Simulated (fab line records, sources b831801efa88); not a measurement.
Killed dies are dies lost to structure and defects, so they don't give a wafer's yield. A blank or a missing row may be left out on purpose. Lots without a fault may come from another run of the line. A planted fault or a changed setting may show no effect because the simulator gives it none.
A struck lot beside a sound one | flow sky130 | 28 steps out of a route of 708
Sound: wafers L225.1, L225.2, L225.3. Struck: wafers L237.2, L237.3, L237.4. The cause comes at the end.
At each step with rows: each side's tool, then ch and its chambers, then its first start. Under that, the readings that differ: sound wafers | struck wafers | difference of the means | sigmas: that difference in standard deviations of wafers without a fault.
alike: readings whose means differ by less than 2 such deviations, and words and numbers that are the same on both sides. not compared: withheld readings, readings that some wafer has no value for, bounds like >300 that may hide the same value, and numbers for which the record gives no deviation and whose values overlap.
The two part at a step that has a row with sigmas, a row that says differs or no value, or rows on one side only. Numbers that don't overlap but have no deviation are shown without sigmas and don't part them. A reading that every wafer of one side lacks parts them only if that side has two wafers or more.

first, 1 step without rows for these wafers: SKY_DNWELL_IMPLANT_07.
SKY_DNWELL_STRIP_08: strips in O2/N2.
  sound on plasma_asher-02 ch 0,1, day 4 14:40; struck on plasma_asher-01 ch 0,1, day 6 19:01
  alike: chamber_pressure_mTorr, drypump_motor_current_A, oes_product_au, strip_time_to_endpoint_s
  not compared: rf_hours_counter_h
SKY_DNWELL_TW_MEAS_09:
  sound on film_metro-01, day 4 14:46; struck on film_metro-01, day 6 19:07
  alike: DNWELL_TW
then, 7 steps without rows for these wafers: SKY_PWDE_DEHYDRATE_00 (time 60 s); SKY_PWDE_HMDS_01 (prime time 60 s); SKY_PWDE_COAT_02 (resist thk 3000 nm); SKY_PWDE_SOFTBAKE_03; SKY_PWDE_EXPOSE_04 (exposes mask PWDEM, target cd 840 nm); SKY_PWDE_PEB_05; SKY_PWDE_DEVELOP_06 (develop time 60 s).
SKY_PWDE_OVL_MEAS_07:
  sound on overlay-01, day 5 06:37; struck on overlay-01, day 7 13:34
  alike: PWDE_OVL
then, 1 step without rows for these wafers: SKY_PWDE_IMPLANT_08.
SKY_PWDE_STRIP_09: strips in O2/N2.
  sound on plasma_asher-01 ch 0,1, day 5 06:47; struck on plasma_asher-04 ch 0,1, day 7 13:44
  no value came back on the struck wafers for chamber_pressure_mTorr (mTorr), drypump_motor_current_A (A), oes_product_au (a.u.), strip_time_to_endpoint_s (s); on the sound wafers chamber_pressure_mTorr (mTorr) reads 1499.7 1498.7 1502.6
  reading                                | sound | struck         | difference | sigmas
  model.coat_of_PWDE_COAT_02.thk_nm (nm) | 0 0 0 | 3007 3013 3012 | +3011      |
  not compared: rf_hours_counter_h
SKY_PWDE_TW_MEAS_10:
  sound on film_metro-01, day 5 06:53; struck on film_metro-04, day 7 13:51
  alike: PWDE_TW
then, 7 steps without rows for these wafers: SKY_NWELL_DEHYDRATE_03 (time 60 s); SKY_NWELL_HMDS_04 (prime time 60 s); SKY_NWELL_COAT_05 (resist thk 3000 nm); SKY_NWELL_SOFTBAKE_06; SKY_NWELL_EXPOSE_07 (exposes mask NWM, target cd 840 nm); SKY_NWELL_PEB_08; SKY_NWELL_DEVELOP_09 (develop time 60 s).
SKY_NWELL_OVL_MEAS_10:
  sound on overlay-01, day 6 01:16; struck on overlay-01, day 8 10:22
  alike: NWELL_00_OVL
then, 3 steps without rows for these wafers: SKY_NWELL_IMPLANT_11; SKY_NWELL_IMPLANT_12; SKY_NWELL_IMPLANT_13.
SKY_NWELL_STRIP_14: strips in O2/N2.
  sound on plasma_asher-02 ch 0,1, day 6 01:45; struck on plasma_asher-04 ch 0,1, day 8 10:51
  reading                      | sound             | struck            | difference | sigmas
  oes_product_au (a.u.)        | 0.729 0.721 0.720 | 0.740 0.739 0.735 | +0.015     | +3
  strip_time_to_endpoint_s (s) | 37.00 37.14 37.01 | 81.31 81.51 81.54 | +44.40     | +99 or more
  alike: chamber_pressure_mTorr, drypump_motor_current_A
  not compared: rf_hours_counter_h
SKY_NWELL_TW_MEAS_15:
  sound on film_metro-04, day 6 01:51; struck on film_metro-04, day 8 10:58
  reading  | sound          | struck   | difference | sigmas
  NWELL_TW | 1856 1848 1859 | 31 30 30 | -1824      | -87
then, 1 step without rows for these wafers: SKY_NWELL_DEHYDRATE_16 (time 60 s).

WHERE THEY PART
First at SKY_PWDE_STRIP_09; last, within this record, at SKY_NWELL_TW_MEAS_15.

WHY: what the simulator had put in
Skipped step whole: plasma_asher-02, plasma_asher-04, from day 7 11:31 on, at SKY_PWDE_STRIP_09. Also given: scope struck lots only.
